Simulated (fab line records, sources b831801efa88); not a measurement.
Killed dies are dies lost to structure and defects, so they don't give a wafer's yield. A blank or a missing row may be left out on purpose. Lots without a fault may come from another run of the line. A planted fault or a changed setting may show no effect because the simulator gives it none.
A struck lot beside a sound one | flow sky130 | 18 steps out of a route of 708
Sound: wafers L562.2, L562.4, L562.6. Struck: wafers L555.1, L555.4. (L555.5 of the same lot was not struck and is left out.) The cause comes at the end.
At each step with rows: each side's tool, then ch and its chambers, then its first start. Under that, the readings that differ: sound wafers | struck wafers | difference of the means | sigmas: that difference in standard deviations of wafers without a fault.
alike: readings whose means differ by less than 2 such deviations, and words and numbers that are the same on both sides. not compared: withheld readings, readings that some wafer has no value for, bounds like >300 that may hide the same value, and numbers for which the record gives no deviation and whose values overlap.
The two part at a step that has a row with sigmas, a row that says differs or no value, or rows on one side only. Numbers that don't overlap but have no deviation are shown without sigmas and don't part them. A reading that every wafer of one side lacks parts them only if that side has two wafers or more.

first, 4 steps without rows for these wafers: SKY_LDD_N_IMPLANT_12; SKY_LDD_N_IMPLANT_13; SKY_LDD_N_IMPLANT_14; SKY_LDD_N_IMPLANT_15.
SKY_LDD_N_STRIP_16: strips in O2/N2.
  sound on plasma_asher-03 ch 0,1, day 23 10:57; struck on plasma_asher-02 ch 0,1, day 20 05:59
  alike: drypump_motor_current_A, oes_product_au, strip_time_to_endpoint_s
  not compared: rf_hours_counter_h
SKY_LDD_N_TW_MEAS_17:
  sound on film_metro-02, day 23 11:04; struck on film_metro-02, day 20 06:05
  alike: LDD_N_TW
then, 6 steps without rows for these wafers: SKY_LDD_P_DEHYDRATE_00 (time 60 s); SKY_LDD_P_HMDS_01 (prime time 60 s); SKY_LDD_P_COAT_02 (resist thk 1140 nm); SKY_LDD_P_SOFTBAKE_03 (time 60 s); SKY_LDD_P_EXPOSE_04 (exposes mask PSDM, target cd 380 nm); SKY_LDD_P_PEB_05.
SKY_LDD_P_DEVELOP_06: develop time 60 s.
  sound on litho_track-04 ch 0, day 24 16:38; struck on litho_track-02 ch 0, day 21 11:52
SKY_LDD_P_OVL_MEAS_08:
  sound on overlay-02, day 24 16:53; struck on overlay-02, day 21 12:08
  reading        | sound          | struck   | difference | sigmas
  LDD_P_OVL (nm) | -3.4 -4.1 -3.8 | 0.2 -0.1 | +3.8       | +2
then, 1 step without rows for these wafers: SKY_LDD_P_IMPLANT_09.
SKY_LDD_P_STRIP_10: strips in O2/N2.
  sound on plasma_asher-01 ch 0,1, day 24 17:04; struck on plasma_asher-04 ch 1, day 21 12:20
  alike: drypump_motor_current_A, oes_product_au, strip_time_to_endpoint_s
  not compared: rf_hours_counter_h
SKY_LDD_P_TW_MEAS_11:
  sound on film_metro-04, day 24 17:10; struck on film_metro-01, day 21 12:26
  reading  | sound       | struck  | difference | sigmas
  LDD_P_TW | 639 641 641 | 322 321 | -319       | -69
then, 1 step without rows for these wafers: SKY_LDD_HVN_DEHYDRATE_00 (time 60 s).

WHERE THEY PART
First at SKY_LDD_P_OVL_MEAS_08; last, within this record, at SKY_LDD_P_TW_MEAS_11.

WHY: what the simulator had put in
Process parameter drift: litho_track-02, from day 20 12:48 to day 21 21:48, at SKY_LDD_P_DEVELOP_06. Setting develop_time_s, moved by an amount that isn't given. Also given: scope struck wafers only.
